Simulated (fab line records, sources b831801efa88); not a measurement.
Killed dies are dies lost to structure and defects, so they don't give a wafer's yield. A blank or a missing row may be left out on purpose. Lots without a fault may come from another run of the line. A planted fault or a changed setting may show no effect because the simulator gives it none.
fab line records | flow sky130
record lots=24 wafers=72 last_day=51
route steps=708 shown FIELD_ISO@28 NWELL@63 VT_ADJUST_LVTN@107 LI_CONTACT@377 METAL2@502 METAL3@533
lots that met no fault: from a run of the same line without faults
start_h: hours from the record's first day to the start of the lot's first wafer shown | wait_h: hours since the lot's step before | " the same as in the row above | L1.1+2: a row that stands for several wafers | - no value, or no start given | * or withheld: withheld | < > ~ a bound
route shown NAME@n: a module of which the file shows steps, and the number in the route of the first | usual: mean/standard deviation of fault-free wafers | same: alike in all rows | chamber/n: place in a boat | sites: the reading at each site | _std_site: their standard deviation | _edge_site: outer sites' mean less inner sites' | radius_mm: how far each site lies from the wafer's centre | mask NAME#n: copy n | behind: the tool/chamber that last shaped the wafer | hold: why the lot was held/for how many hours/how that ended | device: the transistor (n, p or np) that didn't switch | end of line: the same wafers' tests at the end of the route | a step without rows: its recipe alone | killed: dies lost to structure and defects at the first sort, not the wafer's yield | map: a wafer's dies, x killed, . not, _ none there
set.NAME: the setting as run; set.NAME@STEP: as run at that earlier step | model.NAME: the simulator's own value behind a step, which no gauge read
steps of the route over a sample of lots; a table a step, a row a wafer
services: from which hour (start_h, from the record's first day; less than 0 if before it) a tool's chamber was out of use, for how many hours, and why
## steps
# step SKY_FIELD_ISO_CMP_27
# recipe stop_on=Si3N4 t_overpolish_s=16 down_force_psi=4 platen_rpm=60 target_thk_nm=457.8 pad_velocity_m_s=0.94248
# usual edge_zone_pressure_frac=1.000/0.0047 head_pressure_psi=4.001/0.0091 motor_current_A=12.5/1.3 overpolish_run_s=16.001/0.0078 time_to_endpoint_s=113/3.9
# columns lot.wafer tool chamber start_h wait_h edge_zone_pressure_frac head_pressure_psi motor_current_A overpolish_run_s time_to_endpoint_s
L074.3 cmp-01 2 36.18 0.1 1.002 3.999 13.3 16.005 114
L074.4 " 3 " " 1.011 4.004 10.5 16.006 114
L074.5 " 1 " " 1.002 3.982 14.1 16.007 114
L076.2 cmp-01 2 45.71 0.4 0.998 4.011 12.7 15.998 116
L076.3 " 3 " " 1.001 4.003 10.2 16.007 120
L076.5 " 1 " " 1.001 4.001 14.0 16.005 114
L075.2 cmp-01 1 45.91 0.2 0.997 4.001 14.4 15.994 111
L075.3 " 2 " " 1.000 4.010 11.6 16.016 115
L075.5 " 2 " " 0.997 4.015 12.5 16.008 120
L077.2 cmp-02 1 52.48 0.1 0.992 4.011 13.6 16.009 111
L077.6 " 3 " " 1.000 3.992 12.1 16.004 118
L077.5 " 0 " " 0.993 4.004 12.3 16.013 115
L078.4 cmp-02 1 57.16 0.0 0.993 3.991 12.6 16.001 103
L078.3 " 2 " " 0.996 4.009 10.9 15.999 103
L078.2 " 3 " " 1.002 3.991 11.7 16.001 109
L079.1 cmp-02 3 61.40 0.0 1.007 4.013 12.0 16.006 110
L079.4 " 1 " " 0.991 3.987 12.9 15.996 109
L079.2 " 2 " " 1.002 4.007 10.9 16.018 105
L080.2 cmp-02 1 62.95 0.1 0.998 3.996 12.8 15.984 108
L080.1 " 2 " " 1.005 3.997 10.5 16.000 103
L080.6 " 0 " " 1.005 4.001 12.2 16.014 111
L081.3 cmp-01 1 69.75 0.1 0.995 3.980 14.6 16.001 115
L081.5 " 3 " " 0.994 4.011 10.4 16.005 119
L081.6 " 0 " " 1.007 3.998 13.0 15.988 112
L082.4 cmp-01 2 75.89 0.0 0.998 4.009 12.5 16.010 113
L082.5 " 2 " " 1.003 4.002 12.7 15.998 116
L082.6 " 3 " " 0.997 3.996 10.4 16.011 116
L083.2 cmp-01 0 81.35 0.0 0.996 3.982 12.5 15.998 114
L083.5 " 0 " " 1.008 3.981 13.5 16.006 115
L083.6 " 1 " " 1.004 4.001 14.0 15.993 114
L084.2 cmp-01 1 85.16 0.0 1.000 4.015 14.2 16.014 115
L084.3 " 3 " " 1.000 4.009 10.9 16.006 116
L084.6 " 1 " " 0.999 3.995 14.9 15.996 115
L085.2 cmp-02 3 89.56 0.1 0.998 4.003 12.4 16.008 111
L085.3 " 1 " " 0.994 4.002 13.2 15.990 106
L085.5 " 3 " " 0.995 3.998 11.9 15.992 116
L086.2 cmp-02 0 94.78 0.1 1.003 3.995 13.8 15.999 117
L086.1 " 2 " " 0.999 3.996 9.7 15.987 105
L086.5 " 0 " " 1.008 4.009 12.3 16.023 112
L087.4 cmp-01 3 100.00 0.1 0.997 3.994 10.6 16.000 117
L087.3 " 0 " " 0.993 4.006 13.1 16.006 109
L087.6 " 1 " " 1.004 4.004 14.8 16.003 114
L088.2 cmp-02 3 104.52 0.0 1.001 3.993 11.6 16.006 114
L088.3 " 0 " " 1.008 3.998 13.1 16.008 113
L088.5 " 0 " " 1.002 3.998 12.9 16.012 112
L089.2 cmp-02 3 112.17 0.0 1.002 4.007 12.2 15.991 118
L089.3 " 0 " " 0.998 3.996 12.6 15.992 118
L089.1 " 2 " " 1.007 4.014 10.4 16.007 110
L090.4 cmp-02 0 115.40 0.0 1.004 4.008 12.6 16.007 119
L090.3 " 3 " " 1.006 4.002 12.0 16.000 115
L090.6 " 1 " " 1.004 3.986 13.0 15.986 111
L091.4 cmp-01 2 121.56 0.0 1.003 4.009 12.9 15.995 114
L091.3 " 3 " " 0.999 4.002 11.1 16.003 117
L091.5 " 3 " " 0.997 4.014 10.5 15.992 121
L092.4 cmp-02 2 125.95 0.0 0.999 4.010 11.0 15.995 110
L092.2 " 1 " " 0.992 4.000 13.2 16.001 112
L092.6 " 3 " " 1.003 3.994 12.1 15.990 114
L093.3 cmp-01 0 131.55 0.0 1.006 4.013 13.5 15.999 117
L093.5 " 0 " " 0.999 4.000 13.1 15.995 116
L093.6 " 1 " " 1.000 3.999 15.3 16.000 115
L094.4 cmp-01 2 137.84 0.0 1.006 4.010 12.9 16.003 111
L094.3 " 0 " " 0.996 3.996 13.4 15.992 113
L094.5 " 3 " " 0.999 3.997 10.3 16.016 117
L095.3 cmp-02 0 144.48 0.0 0.995 3.996 12.5 16.004 117
L095.4 " 1 " " 0.997 3.998 13.1 16.001 113
L095.2 " 3 " " 1.002 4.012 11.9 16.002 116
L096.3 cmp-01 0 150.01 0.0 0.998 4.014 13.6 15.999 117
L096.1 " 2 " " 1.007 3.997 12.7 16.010 113
L096.6 " 0 " " 0.997 4.005 13.2 16.000 113
L097.2 cmp-01 2 151.19 0.1 1.004 4.007 12.6 16.007 109
L097.1 " 3 " " 0.993 4.017 11.1 15.992 111
L097.6 " 0 " " 0.997 4.007 12.9 15.983 110
# step SKY_NWELL_OVL_MEAS_10
# usual NWELL_00_OVL=-1.6/1.3
# columns lot.wafer tool chamber start_h wait_h NWELL_00_OVL[nm]
L074.3 overlay-01 - 86.60 - -1.0
L074.4 " - " " -0.1
L074.5 " - " " -0.7
L076.2 overlay-02 - 98.30 - -0.1
L076.3 " - " " -0.8
L076.5 " - " " 0.2
L075.2 overlay-01 - 98.54 - -0.2
L075.3 " - " " -0.7
L075.5 " - " " 1.4
L077.2 overlay-02 - 105.79 - -4.6
L077.5 " - " " -3.0
L077.6 " - " " -3.2
L078.2 overlay-01 - 110.34 - -1.0
L078.3 " - " " 1.1
L078.4 " - " " -0.1
L079.1 overlay-02 - 115.09 - -1.8
L079.2 " - " " -3.3
L079.4 " - " " -2.7
L080.1 overlay-02 - 116.14 - -2.7
L080.2 " - " " -2.9
L080.6 " - " " -0.9
L081.3 overlay-01 - 125.40 - 0.9
L081.5 " - " " -0.8
L081.6 " - " " -0.9
L082.4 overlay-02 - 130.75 - -0.9
L082.5 " - " " -1.6
L082.6 " - " " -0.4
L083.2 overlay-01 - 137.09 - -1.3
L083.5 " - " " -2.7
L083.6 " - " " -3.0
L084.2 overlay-02 - 141.99 - -3.4
L084.3 " - " " -3.1
L084.6 " - " " -3.3
L085.2 overlay-01 - 147.19 - -2.4
L085.3 " - " " -2.1
L085.5 " - " " -1.9
L086.1 overlay-01 - 153.54 - -0.2
L086.2 " - " " -1.5
L086.5 " - " " -2.6
L087.3 overlay-02 - 159.20 - -1.4
L087.4 " - " " -1.6
L087.6 " - " " 0.0
L088.2 overlay-02 - 165.64 - -1.9
L088.3 " - " " -3.8
L088.5 " - " " -3.4
L089.1 overlay-01 - 171.89 - -2.6
L089.2 " - " " -3.0
L089.3 " - " " -2.1
L090.3 overlay-01 - 179.10 - 0.1
L090.4 " - " " -1.0
L090.6 " - " " 0.3
L091.3 overlay-02 - 183.95 - -2.4
L091.4 " - " " -3.2
L091.5 " - " " -2.5
L092.2 overlay-02 - 188.84 - -2.8
L092.4 " - " " -2.5
L092.6 " - " " -2.9
L093.3 overlay-01 - 196.55 - -0.3
L093.5 " - " " -0.6
L093.6 " - " " -0.6
L094.3 overlay-01 - 202.80 - -0.8
L094.4 " - " " -1.7
L094.5 " - " " -0.7
L095.2 overlay-01 - 211.79 - -1.9
L095.3 " - " " -2.9
L095.4 " - " " -2.1
L096.1 overlay-01 - 216.59 - -0.3
L096.3 " - " " -0.5
L096.6 " - " " -1.1
L097.1 overlay-01 - 218.44 - -2.3
L097.2 " - " " -3.3
L097.6 " - " " -2.7
# step SKY_VT_ADJUST_LVTN_TW_MEAS_10
# usual VT_ADJUST_LVTN_TW=241/3.9
# columns lot.wafer tool chamber start_h wait_h VT_ADJUST_LVTN_TW
L074.3 film_metro-02 - 141.95 0.1 243
L074.4 " - " " 245
L074.5 " - " " 244
L076.2 film_metro-04 - 156.42 0.1 240
L076.3 " - " " 238
L076.5 " - " " 239
L075.2 film_metro-02 - 156.79 0.1 248
L075.3 " - " " 247
L075.5 " - " " 246
L077.2 film_metro-01 - 164.94 0.1 237
L077.5 " - " " 238
L077.6 " - " " 239
L078.2 film_metro-02 - 169.56 0.1 247
L078.3 " - " " 247
L078.4 " - " " 245
L079.1 film_metro-04 - 175.45 0.1 240
L079.2 " - " " 238
L079.4 " - " " 238
L080.1 film_metro-02 - 176.07 0.1 248
L080.2 " - " " 245
L080.6 " - " " 246
L081.3 film_metro-02 - 187.59 0.1 246
L081.5 " - " " 246
L081.6 " - " " 247
L082.4 film_metro-04 - 193.83 0.1 238
L082.5 " - " " 239
L082.6 " - " " 237
L083.2 film_metro-04 - 200.09 0.1 238
L083.5 " - " " 239
L083.6 " - " " 238
L084.2 film_metro-02 - 206.13 0.1 246
L084.3 " - " " 245
L084.6 " - " " 245
L085.2 film_metro-01 - 212.84 0.1 238
L085.3 " - " " 237
L085.5 " - " " 238
L086.1 film_metro-01 - 219.80 0.1 238
L086.2 " - " " 237
L086.5 " - " " 237
L087.3 film_metro-04 - 225.72 0.1 239
L087.4 " - " " 238
L087.6 " - " " 238
L088.2 film_metro-04 - 233.61 0.1 239
L088.3 " - " " 241
L088.5 " - " " 240
L089.1 film_metro-04 - 241.28 0.1 238
L089.2 " - " " 238
L089.3 " - " " 239
L090.3 film_metro-02 - 248.75 0.1 245
L090.4 " - " " 245
L090.6 " - " " 245
L091.3 film_metro-01 - 254.10 0.1 238
L091.4 " - " " 236
L091.5 " - " " 236
L092.2 film_metro-04 - 259.46 0.1 238
L092.4 " - " " 240
L092.6 " - " " 240
L093.3 film_metro-01 - 268.99 0.1 237
L093.5 " - " " 236
L093.6 " - " " 237
L094.3 film_metro-01 - 274.62 0.1 237
L094.4 " - " " 237
L094.5 " - " " 237
L095.2 film_metro-02 - 284.93 0.1 248
L095.3 " - " " 244
L095.4 " - " " 247
L096.1 film_metro-01 - 288.62 0.1 237
L096.3 " - " " 237
L096.6 " - " " 238
L097.1 film_metro-04 - 292.02 0.1 239
L097.2 " - " " 239
L097.6 " - " " 238
# step SKY_LI_CONTACT_ETCH_15
# recipe target=PSG chemistry=C4F8/O2/Ar stop_on=Si taper_deg=4.15 mask_material=KrF-thick source_w=1500 bias_w=1200 pressure_mtorr=40 c4f8_flow_sccm=withheld O2_flow_sccm=6 Ar_flow_sccm=300 time_s=withheld target_depth_a=6000
# usual oes_product_au=0.834/0.0044
# columns lot.wafer tool chamber start_h wait_h oes_product_au
L074.3 rie_diel-04 2 679.88 0.0 0.831
L074.4 " 1 " " 0.841
L074.5 " 0 " " 0.834
L076.2 rie_diel-04 0 707.88 0.0 0.832
L076.3 " 1 " " 0.835
L076.5 " 1 " " 0.839
L075.2 rie_diel-01 3 708.53 0.0 0.834
L075.3 " 2 " " 0.839
L075.5 " 2 " " 0.833
L078.2 rie_diel-01 3 715.13 0.0 0.836
L078.3 " 0 " " 0.835
L078.4 " 2 " " 0.831
L077.2 rie_diel-02 3 715.39 0.0 0.835
L077.5 " 3 " " 0.838
L077.6 " 2 " " 0.831
L079.1 rie_diel-01 1 722.15 0.0 0.837
L079.2 " 2 " " 0.835
L079.4 " 0 " " 0.834
L080.1 rie_diel-02 2 722.68 0.0 0.840
L080.2 " 0 " " 0.829
L080.6 " 0 " " 0.836
L081.3 rie_diel-02 2 741.04 0.0 0.835
L081.5 " 1 " " 0.837
L081.6 " 2 " " 0.828
L083.2 rie_diel-02 3 753.53 0.0 0.841
L083.5 " 1 " " 0.840
L083.6 " 2 " " 0.833
L082.4 rie_diel-02 3 754.98 0.0 0.833
L082.5 " 2 " " 0.844
L082.6 " 1 " " 0.826
L084.2 rie_diel-02 1 759.84 0.0 0.831
L084.3 " 2 " " 0.831
L084.6 " 0 " " 0.832
L085.2 rie_diel-04 2 778.33 0.0 0.832
L085.3 " 1 " " 0.825
L085.5 " 0 " " 0.836
L086.1 rie_diel-01 3 780.59 0.0 0.836
L086.2 " 2 " " 0.836
L086.5 " 3 " " 0.829
L087.3 rie_diel-02 3 783.99 0.0 0.830
L087.4 " 0 " " 0.834
L087.6 " 1 " " 0.833
L088.2 rie_diel-02 1 798.34 0.0 0.834
L088.3 " 2 " " 0.825
L088.5 " 3 " " 0.833
L089.1 rie_diel-04 2 809.74 0.0 0.832
L089.2 " 0 " " 0.830
L089.3 " 1 " " 0.833
L090.3 rie_diel-02 3 811.29 0.0 0.834
L090.4 " 2 " " 0.836
L090.6 " 1 " " 0.831
L091.3 rie_diel-04 0 813.54 0.0 0.838
L091.4 " 2 " " 0.823
L091.5 " 2 " " 0.839
L092.2 rie_diel-01 0 824.04 0.0 0.836
L092.4 " 1 " " 0.841
L092.6 " 0 " " 0.837
L094.3 rie_diel-04 0 834.39 0.0 0.830
L094.4 " 2 " " 0.837
L094.5 " 0 " " 0.841
L093.3 rie_diel-01 1 834.59 0.0 0.843
L093.5 " 0 " " 0.834
L093.6 " 1 " " 0.838
L096.1 rie_diel-04 1 880.59 0.0 0.840
L096.3 " 2 " " 0.836
L096.6 " 2 " " 0.833
L097.1 rie_diel-01 0 881.74 0.0 0.833
L097.2 " 2 " " 0.836
L097.6 " 3 " " 0.842
L095.2 rie_diel-02 0 884.54 0.0 0.836
L095.3 " 2 " " 0.833
L095.4 " 3 " " 0.834
# step SKY_METAL2_METAL_ETCH_19
# recipe target_depth_a=3600 stop_on=SiO2 over_etch_frac=0.3 time_s=78 chemistry=Cl2/BCl3 resist_sidewall_deg=88 pressure_mtorr=10 icp_w=900 bias_w=48.5 Cl2_flow_sccm=60 bcl3_flow_sccm=30
# usual drypump_motor_current_A=5.7/0.32 oes_product_au=0.854/0.0059 throttle_valve_pct=22.263/0.0098
# same time_s=78
# columns lot.wafer tool chamber start_h wait_h drypump_motor_current_A oes_product_au rf_hours_counter_h throttle_valve_pct
L074.3 rie_metal-04 0 823.60 0.1 6.1 0.854 - 22.262
L074.4 " 1 " " 5.3 0.848 - 22.258
L074.5 " 1 " " 5.3 0.861 - 22.243
L076.2 rie_metal-04 1 849.09 0.0 5.3 0.858 10 22.261
L076.3 " 0 " " 6.1 0.853 - 22.276
L076.5 " 1 " " 5.3 0.852 - 22.262
L075.2 rie_metal-01 0 850.04 0.0 6.1 0.857 2 22.262
L075.3 " 1 " " 5.8 0.857 - 22.246
L075.5 " 0 " " 6.0 0.859 - 22.255
L078.2 rie_metal-03 1 855.04 0.0 5.9 0.852 9 22.272
L078.3 " 0 " " 5.5 0.865 - 22.279
L078.4 " 1 " " 5.8 0.844 - 22.250
L077.2 rie_metal-04 0 856.29 0.0 6.1 0.858 2 22.268
L077.5 " 1 " " 5.3 0.856 - 22.261
L077.6 " 0 " " 6.1 0.844 - 22.253
L079.1 rie_metal-03 0 862.74 0.0 5.5 0.864 14 22.257
L079.2 " 1 " " 5.9 0.860 10 22.250
L079.4 " 1 " " 5.9 0.865 - 22.271
L080.1 rie_metal-04 0 863.44 0.0 6.1 0.850 3 22.277
L080.2 " 1 " " 5.3 0.868 11 22.264
L080.6 " 0 " " 6.1 0.855 - 22.252
L081.3 rie_metal-01 0 880.25 0.1 6.1 0.850 - 22.263
L081.5 " 1 " " 5.8 0.853 - 22.271
L081.6 " 0 " " 6.1 0.851 - 22.260
L083.2 rie_metal-04 0 893.34 0.0 6.1 0.852 4 22.249
L083.5 " 1 " " 5.3 0.853 - 22.260
L083.6 " 0 " " 6.1 0.866 - 22.259
L082.4 rie_metal-04 1 894.52 0.1 5.3 0.840 - 22.259
L082.5 " 0 " " 6.1 0.851 - 22.258
L082.6 " 1 " " 5.3 0.849 - 22.266
L084.2 rie_metal-03 1 898.74 0.0 5.9 0.864 11 22.268
L084.3 " 0 " " 5.5 0.841 - 22.267
L084.6 " 1 " " 5.8 0.865 - 22.269
L085.2 rie_metal-03 1 916.49 0.0 5.9 0.853 11 22.258
L085.3 " 1 " " 5.9 0.856 - 22.252
L085.5 " 1 " " 5.9 0.857 - 22.266
L086.1 rie_metal-04 0 919.32 0.0 6.1 0.854 5 22.254
L086.2 " 1 " " 5.3 0.853 13 22.260
L086.5 " 1 " " 5.3 0.860 - 22.260
L087.3 rie_metal-01 1 922.72 0.1 5.8 0.858 - 22.250
L087.4 " 0 " " 6.1 0.847 - 22.260
L087.6 " 1 " " 5.8 0.844 - 22.283
L088.2 rie_metal-04 0 935.04 0.0 6.1 0.850 6 22.279
L088.3 " 0 " " 6.1 0.843 - 22.262
L088.5 " 0 " " 6.1 0.850 - 22.264
L089.1 rie_metal-03 0 944.92 0.0 5.5 0.847 18 22.266
L089.2 " 1 " " 5.9 0.856 12 22.259
L089.3 " 1 " " 5.9 0.851 - 22.279
L090.3 rie_metal-04 0 947.77 0.1 6.1 0.851 - 22.275
L090.4 " 1 " " 5.3 0.856 - 22.277
L090.6 " 1 " " 5.3 0.854 - 22.271
L091.3 rie_metal-03 0 949.52 0.1 5.5 0.850 - 22.275
L091.4 " 1 " " 5.9 0.855 - 22.267
L091.5 " 0 " " 5.5 0.845 - 22.254
L092.2 rie_metal-03 1 960.07 0.0 5.9 0.861 13 22.257
L092.4 " 1 " " 5.9 0.862 - 22.267
L092.6 " 0 " " 5.5 0.864 - 22.279
L094.3 rie_metal-04 0 967.87 0.1 6.1 0.849 - 22.256
L094.4 " 1 " " 5.3 0.846 - 22.259
L094.5 " 1 " " 5.3 0.852 - 22.263
L093.3 rie_metal-04 1 970.00 0.1 5.3 0.849 - 22.247
L093.5 " 1 " " 5.3 0.852 - 22.266
L093.6 " 0 " " 6.1 0.850 - 22.267
L096.1 rie_metal-04 0 1009.54 0.0 6.1 0.843 9 22.271
L096.3 " 0 " " 6.1 0.849 - 22.266
L096.6 " 0 " " 6.1 0.850 - 22.252
L097.1 rie_metal-01 0 1011.49 0.0 6.1 0.852 10 22.248
L097.2 " 1 " " 5.8 0.858 18 22.272
L097.6 " 1 " " 5.8 0.849 - 22.257
L095.2 rie_metal-01 0 1013.94 0.0 6.1 0.852 10 22.284
L095.3 " 1 " " 5.8 0.860 - 22.273
L095.4 " 0 " " 6.1 0.858 - 22.255
# step SKY_METAL3_SPUTTER_01
# recipe material=TiN target_thk_nm=20 power_w=6500 time_s=16.7 chamber_pressure_pa=0.42
# usual throttle_valve_pct=29.7/1.1
# same time_s=16.7
# columns lot.wafer tool chamber start_h wait_h throttle_valve_pct
L074.3 pvd_sputter-04 - 852.51 0.0 28.8
L074.4 " - " " 30.3
L074.5 " - " " 30.0
L076.2 pvd_sputter-02 - 877.94 0.0 29.4
L076.3 " - " " 29.3
L076.5 " - " " 27.1
L075.2 pvd_sputter-02 - 879.33 0.0 27.1
L075.3 " - " " 28.9
L075.5 " - " " 29.0
L078.2 pvd_sputter-02 - 884.44 0.0 29.8
L078.3 " - " " 27.0
L078.4 " - " " 29.0
L077.2 pvd_sputter-02 - 885.28 0.0 29.9
L077.5 " - " " 30.1
L077.6 " - " " 29.2
L079.1 pvd_sputter-04 - 891.82 0.0 30.4
L079.2 " - " " 29.6
L079.4 " - " " 30.0
L080.1 pvd_sputter-02 - 892.57 0.0 29.6
L080.2 " - " " 26.9
L080.6 " - " " 29.9
L081.3 pvd_sputter-02 - 908.59 0.0 29.3
L081.5 " - " " 29.3
L081.6 " - " " 29.9
L083.2 pvd_sputter-04 - 921.29 0.0 28.8
L083.5 " - " " 29.6
L083.6 " - " " 29.0
L082.4 pvd_sputter-04 - 921.95 0.0 28.9
L082.5 " - " " 30.4
L082.6 " - " " 30.1
L084.2 pvd_sputter-04 - 926.54 0.0 29.9
L084.3 " - " " 30.4
L084.6 " - " " 30.5
L085.2 pvd_sputter-02 - 944.35 0.0 30.0
L085.3 " - " " 29.3
L085.5 " - " " 27.3
L086.1 pvd_sputter-02 - 947.01 0.0 29.4
L086.2 " - " " 30.1
L086.5 " - " " 27.0
L087.3 pvd_sputter-01 - 949.69 0.0 32.0
L087.4 " - " " 29.7
L087.6 " - " " 30.1
L088.2 pvd_sputter-02 - 962.64 0.0 29.4
L088.3 " - " " 29.5
L088.5 " - " " 27.2
L089.1 pvd_sputter-01 - 972.97 0.0 29.6
L089.2 " - " " 30.3
L089.3 " - " " 30.0
L090.3 pvd_sputter-04 - 975.13 0.0 30.3
L090.4 " - " " 29.7
L090.6 " - " " 30.1
L091.3 pvd_sputter-01 - 976.04 0.0 31.9
L091.4 " - " " 29.7
L091.5 " - " " 29.8
L092.2 pvd_sputter-01 - 986.05 0.0 32.1
L092.4 " - " " 30.1
L092.6 " - " " 32.0
L094.3 pvd_sputter-01 - 994.37 0.0 29.9
L094.4 " - " " 32.0
L094.5 " - " " 29.8
L093.3 pvd_sputter-04 - 996.16 0.0 29.8
L093.5 " - " " 30.5
L093.6 " - " " 29.7
L096.1 pvd_sputter-01 - 1035.71 0.0 31.8
L096.3 " - " " 30.2
L096.6 " - " " 29.7
L097.1 pvd_sputter-01 - 1037.48 0.0 30.2
L097.2 " - " " 30.0
L097.6 " - " " 29.8
L095.2 pvd_sputter-04 - 1040.21 0.0 29.6
L095.3 " - " " 30.6
L095.4 " - " " 30.1
## services
# columns tool chamber start_h hours kind
cmp-01 - 77.64 0.5 repair
cmp-01 - 101.01 0.2 repair
cmp-01 - 112.55 3.4 pm
cmp-01 - 232.00 4.0 pm
cmp-01 - 257.82 2.9 repair
cmp-01 - 266.57 1.7 repair
cmp-01 - 276.12 5.6 pm
cmp-01 - 335.34 0.3 repair
cmp-01 - 381.01 2.0 repair
cmp-01 - 481.55 6.4 pm
cmp-01 - 531.17 12.1 pm
cmp-01 - 572.00 4.0 pm
cmp-01 - 594.45 1.4 repair
cmp-01 - 664.66 1.2 repair
cmp-01 - 710.28 4.2 repair
cmp-01 - 713.53 0.2 repair
cmp-01 - 753.75 0.5 repair
cmp-01 - 754.23 2.7 repair
cmp-01 - 843.77 1.6 repair
cmp-01 - 848.98 0.4 repair
cmp-01 - 850.55 4.6 pm
cmp-01 - 912.00 4.0 pm
cmp-01 - 932.08 5.5 pm
cmp-01 - 1027.29 1.1 repair
## key
fault none
